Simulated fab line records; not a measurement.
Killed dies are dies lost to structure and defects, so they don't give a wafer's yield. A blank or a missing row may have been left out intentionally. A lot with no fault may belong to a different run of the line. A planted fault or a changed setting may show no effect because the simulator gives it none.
Which tool did it? -- flow sky130 -- 11 lots with 33 wafers sampled at 2 steps, on a route of 708 steps

WHAT EACH GAUGE READ, for each wafer
SKY_METAL5_RS_MEAS_05: a four-point-probe measurement.
lot,measured,on,METAL5_ALCU_RS (ohm/sq)
L923,day 43 04:14,film-metro-02,0.0279 0.0272 0.0274
L924,day 43 12:40,film-metro-04,0.0272 0.0270 0.0268
L927,day 44 01:44,film-metro-01,0.0271 0.0270 0.0273
L932,day 45 18:16,film-metro-04,0.0276 0.0270 0.0276
L933,day 46 02:07,film-metro-01,0.0273 0.0272 0.0268
L939,day 47 17:31,film-metro-04,0.0273 0.0268 0.0272
L940,day 47 17:50,film-metro-01,0.0267 0.0267 0.0264
L941,day 47 23:02,film-metro-02,0.0270 0.0275 0.0273
L942,day 47 23:37,film-metro-01,0.0268 0.0267 0.0268
L943,day 48 05:10,film-metro-01,0.0271 0.0275 0.0276
L945,day 48 20:08,film-metro-04,0.0270 0.0269 0.0272

WHICH TOOL RAN EACH LOT (tool, then ch and the chambers of the sampled wafers, then the start)
lot,SKY_VIA4_SPUTTER_17
L923,"pvd-sputter-02, day 43 03:23"
L924,"pvd-sputter-03, day 43 11:00"
L927,"pvd-sputter-02, day 44 00:52"
L932,"pvd-sputter-03, day 45 17:24"
L933,"pvd-sputter-02, day 46 01:16"
L939,"pvd-sputter-03, day 47 16:06"
L940,"pvd-sputter-04, day 47 16:11"
L941,"pvd-sputter-03, day 47 22:08"
L942,"pvd-sputter-02, day 47 22:43"
L943,"pvd-sputter-03, day 48 04:17"
L945,"pvd-sputter-03, day 48 19:16"
- SKY_VIA4_SPUTTER_17: material TiN, target thk 20 nm, time 80 s.

THE ANSWER, worked out from the rows above alone
Rule: the usual values come from the lots themselves. Put in order of their means at a reading, lots are off if they are a third of the lots or fewer, leave a main group of 4 or more, and stand apart from it by a gap of 3 or more times the standard deviation of the main group's means; of several such gaps the widest counts. A main group is skipped when, at the precision printed for the reading in the tables above, its means are all equal. A lot without any number at a reading at which 4 lots or more have one is off too. Where the step has rows for the other lots, those lots are counted as sound.
None of the lots is off at any reading shown; this tells nothing.

WHAT WAS PUT IN BY THE SIMULATOR
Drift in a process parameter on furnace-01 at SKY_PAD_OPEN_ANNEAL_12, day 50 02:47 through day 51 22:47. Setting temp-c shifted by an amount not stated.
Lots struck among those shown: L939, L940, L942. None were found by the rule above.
